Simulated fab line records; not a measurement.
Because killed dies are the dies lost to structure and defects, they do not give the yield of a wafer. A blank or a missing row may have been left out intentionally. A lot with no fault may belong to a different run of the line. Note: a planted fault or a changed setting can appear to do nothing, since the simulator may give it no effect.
What tool caused it? | flow gf180mcu | 10 lots with 30 wafers sampled at 5 steps, on a route of 602 steps

WHAT EACH GAUGE READ, for each wafer
GF_PASSIVATION_THK_MEAS_01. Usual: PASSIVATION_CVD_00_THK typically reads 996 nm, with standard deviation 12.
lot  | measured     | on            | PASSIVATION_CVD_00_THK (nm) | flag
L622 | day 28 16:17 | film metro-04 | 990 981 985                 |
L624 | day 29 07:35 | film metro-02 | 990 991 1387                | OFF
L625 | day 29 16:11 | film metro-01 | 987 1399 1005               | OFF
L626 | day 30 01:16 | film metro-01 | 994 991 1009                |
L632 | day 31 16:56 | film metro-01 | 990 993 1007                |
L635 | day 32 13:57 | film metro-04 | 992 977 1017                |
L637 | day 33 03:19 | film metro-04 | 958 981 985                 |
L640 | day 33 17:29 | film metro-04 | 988 1009 1005               |
L641 | day 33 19:59 | film metro-04 | 995 994 1019                |
L643 | day 34 08:33 | film metro-02 | 972 991 1001                |

EACH LOT AND THE TOOL THAT RAN IT (in order: tool; ch and the chambers of the sampled wafers; start)
lot  | GF_TOP_METAL_SPUTTER_01      | GF_TOP_METAL_METAL_ETCH_16        | GF_TOP_METAL_STRIP_17                | GF_PASSIVATION_CVD_00
L622 | pvd sputter-02, day 27 20:16 | rie metal-04 ch 0,1, day 28 15:30 | plasma asher-01 ch 0,1, day 28 15:41 | pecvd-02 ch 0,2, day 28 16:13
L624 | pvd sputter-02, day 28 11:30 | rie metal-01 ch 0,1, day 29 06:45 | plasma asher-01 ch 0,1, day 29 06:56 | pecvd-02 ch 0,1,2, day 29 07:30
L625 | pvd sputter-01, day 28 20:35 | rie metal-04 ch 0,1, day 29 15:23 | plasma asher-04 ch 1, day 29 15:34   | pecvd-02 ch 0,2, day 29 16:05
L626 | pvd sputter-01, day 29 05:38 | rie metal-02 ch 0,1, day 30 00:27 | plasma asher-04 ch 0,1, day 30 00:38 | pecvd-01 ch 0,1,2, day 30 01:11
L632 | pvd sputter-04, day 30 22:06 | rie metal-01 ch 0,1, day 31 16:05 | plasma asher-04 ch 0, day 31 16:16   | pecvd-01 ch 0,2, day 31 16:50
L635 | pvd sputter-04, day 31 20:46 | rie metal-04 ch 0,1, day 32 13:10 | plasma asher-02 ch 0,1, day 32 13:20 | pecvd-02 ch 0,1,2, day 32 13:52
L637 | pvd sputter-04, day 32 10:59 | rie metal-02 ch 1, day 33 02:31   | plasma asher-02 ch 0,1, day 33 02:41 | pecvd-01 ch 0,1, day 33 03:14
L640 | pvd sputter-02, day 33 00:46 | rie metal-01 ch 1, day 33 16:41   | plasma asher-01 ch 0,1, day 33 16:52 | pecvd-02 ch 0,1,2, day 33 17:24
L641 | pvd sputter-04, day 33 04:01 | rie metal-04 ch 0,1, day 33 19:11 | plasma asher-02 ch 1, day 33 19:22   | pecvd-04 ch 1,2, day 33 19:55
L643 | pvd sputter-02, day 33 16:49 | rie metal-02 ch 0,1, day 34 07:46 | plasma asher-01 ch 0,1, day 34 07:56 | pecvd-01 ch 1,2, day 34 08:28
- GF_TOP_METAL_SPUTTER_01: material TiN, target thk 30 nm, time 25 s.
- GF_TOP_METAL_METAL_ETCH_16: etches the open film in Cl2/BCl3, stops on SiO2, target depth 1077.5 nm, time 179.6 s.
- GF_TOP_METAL_STRIP_17: strips in O2/N2.
- GF_PASSIVATION_CVD_00: deposits SiO2 from TEOS, target thk 1000 nm, time 111.95 s.

AS READ BY THE TOOLS THEMSELVES (means over the sampled wafers that have a number; for cases with no such wafer, the mark the record gives instead)
GF_TOP_METAL_SPUTTER_01. Usual: throttle valve pct at 30.5 %, with a standard deviation of 0.69.
lot  | tool           | throttle valve pct (%) | flag
L622 | pvd sputter-02 | 31.1                   |
L624 | pvd sputter-02 | 30.5                   |
L625 | pvd sputter-01 | 29.7                   |
L626 | pvd sputter-01 | 30.1                   |
L632 | pvd sputter-04 | 30.5                   |
L635 | pvd sputter-04 | 30.6                   |
L637 | pvd sputter-04 | 30.9                   |
L640 | pvd sputter-02 | 31.1                   |
L641 | pvd sputter-04 | 30.8                   |
L643 | pvd sputter-02 | 31.0                   |

GF_TOP_METAL_METAL_ETCH_16. Usual: bcl3 flow sccm 40.02 sccm, standard deviation 0.1; chamber pressure mTorr 7.999 mTorr, standard deviation 0.0071; drypump motor current A 5.7 A, standard deviation 0.47; oes product au 0.964 a.u., standard deviation 0.0063; throttle valve pct 28.258 %, standard deviation 0.01.
lot  | tool         | bcl3 flow sccm (sccm) | chamber pressure mTorr (mTorr) | drypump motor current A (A) | oes product au (a.u.) | throttle valve pct (%) | flag
L622 | rie metal-04 | 39.97                 | 8.006                          | 5.9                         | 0.963                 | 28.269                 |
L624 | rie metal-01 | 40.11                 | 7.999                          | 5.3                         | 0.964                 | 28.264                 |
L625 | rie metal-04 | 40.10                 | 8.004                          | 6.0                         | 0.955                 | 28.263                 |
L626 | rie metal-02 | 40.00                 | 8.002                          | 5.7                         | 0.957                 | 28.252                 |
L632 | rie metal-01 | 40.06                 | 7.997                          | 5.3                         | 0.964                 | 28.255                 |
L635 | rie metal-04 | 39.93                 | 7.992                          | 6.1                         | 0.966                 | 28.257                 |
L637 | rie metal-02 | 39.98                 | 8.000                          | 6.2                         | 0.961                 | 28.271                 |
L640 | rie metal-01 | 40.03                 | 7.995                          | 5.6                         | 0.965                 | 28.258                 |
L641 | rie metal-04 | 40.05                 | 7.999                          | 6.1                         | 0.956                 | 28.265                 |
L643 | rie metal-02 | 39.96                 | 8.002                          | 5.8                         | 0.959                 | 28.270                 |

GF_TOP_METAL_STRIP_17. Usual: chamber pressure mTorr 1500.0 mTorr, standard deviation 1.3; drypump motor current A 5.8 A, standard deviation 0.37; heater power w 329 W, standard deviation 29; oes product au 0.711 a.u., standard deviation 0.0046; platen temp c 249.98 C, standard deviation 0.15; strip time to endpoint s 13.45 s, standard deviation 0.098.
lot  | tool            | chamber pressure mTorr (mTorr) | drypump motor current A (A) | heater power w (W) | oes product au (a.u.) | platen temp c (C) | strip time to endpoint s (s) | flag
L622 | plasma asher-01 | 1500.5                         | 5.6                         | 356                | 0.707                 | 250.12            | 13.37                        |
L624 | plasma asher-01 | 1499.7                         | 5.7                         | 328                | 0.708                 | 249.98            | 13.40                        |
L625 | plasma asher-04 | 1499.2                         | 6.4                         | 323                | 0.709                 | 249.88            | 13.39                        |
L626 | plasma asher-04 | 1499.5                         | 6.0                         | 326                | 0.710                 | 249.83            | 13.57                        |
L632 | plasma asher-04 | 1500.4                         | 5.1                         | 337                | 0.706                 | 250.00            | 13.47                        |
L635 | plasma asher-02 | 1499.4                         | 6.0                         | 314                | 0.707                 | 250.00            | 13.33                        |
L637 | plasma asher-02 | 1500.3                         | 6.0                         | 317                | 0.708                 | 249.99            | 13.62                        |
L640 | plasma asher-01 | 1500.9                         | 5.6                         | 326                | 0.708                 | 249.92            | 13.35                        |
L641 | plasma asher-02 | 1498.9                         | 6.0                         | 347                | 0.709                 | 249.81            | 13.37                        |
L643 | plasma asher-01 | 1501.3                         | 5.6                         | 354                | 0.709                 | 250.02            | 13.44                        |

GF_PASSIVATION_CVD_00. Usual: heater power w at 643 W, with a standard deviation of 110.
lot  | tool     | heater power w (W) | flag
L622 | pecvd-02 | 628                |
L624 | pecvd-02 | 643                |
L625 | pecvd-02 | 636                |
L626 | pecvd-01 | 629                |
L632 | pecvd-01 | 617                |
L635 | pecvd-02 | 661                |
L637 | pecvd-01 | 599                |
L640 | pecvd-02 | 713                |
L641 | pecvd-04 | 579                |
L643 | pecvd-01 | 558                |

THE ANSWER, worked out from the rows above alone
Rule: take the mean of a lot's wafers that have a number; if it is more than 3 standard deviations from the usual mean, the lot is off. Also off: a lot with no number at a reading for which 4 or more lots have one. All remaining lots with rows at the step are treated as sound. First the gauges in route order, then the tools' own readings, where a lot's mean is used as printed above. The first step at which some lot is off is used, and at that step the reading that is off furthest; a lot without a number counts as furthest.
Off: at GF_PASSIVATION_THK_MEAS_01 (PASSIVATION_CVD_00_THK), L624, L625.
A tool fits if, at a process step before that reading, it ran every lot that is off, and no sound lot after the first of them. The gauges at GF_PASSIVATION_THK_MEAS_01 are tried like those tools. No candidate that was tried fits.

WHAT THE SIMULATOR PUT IN
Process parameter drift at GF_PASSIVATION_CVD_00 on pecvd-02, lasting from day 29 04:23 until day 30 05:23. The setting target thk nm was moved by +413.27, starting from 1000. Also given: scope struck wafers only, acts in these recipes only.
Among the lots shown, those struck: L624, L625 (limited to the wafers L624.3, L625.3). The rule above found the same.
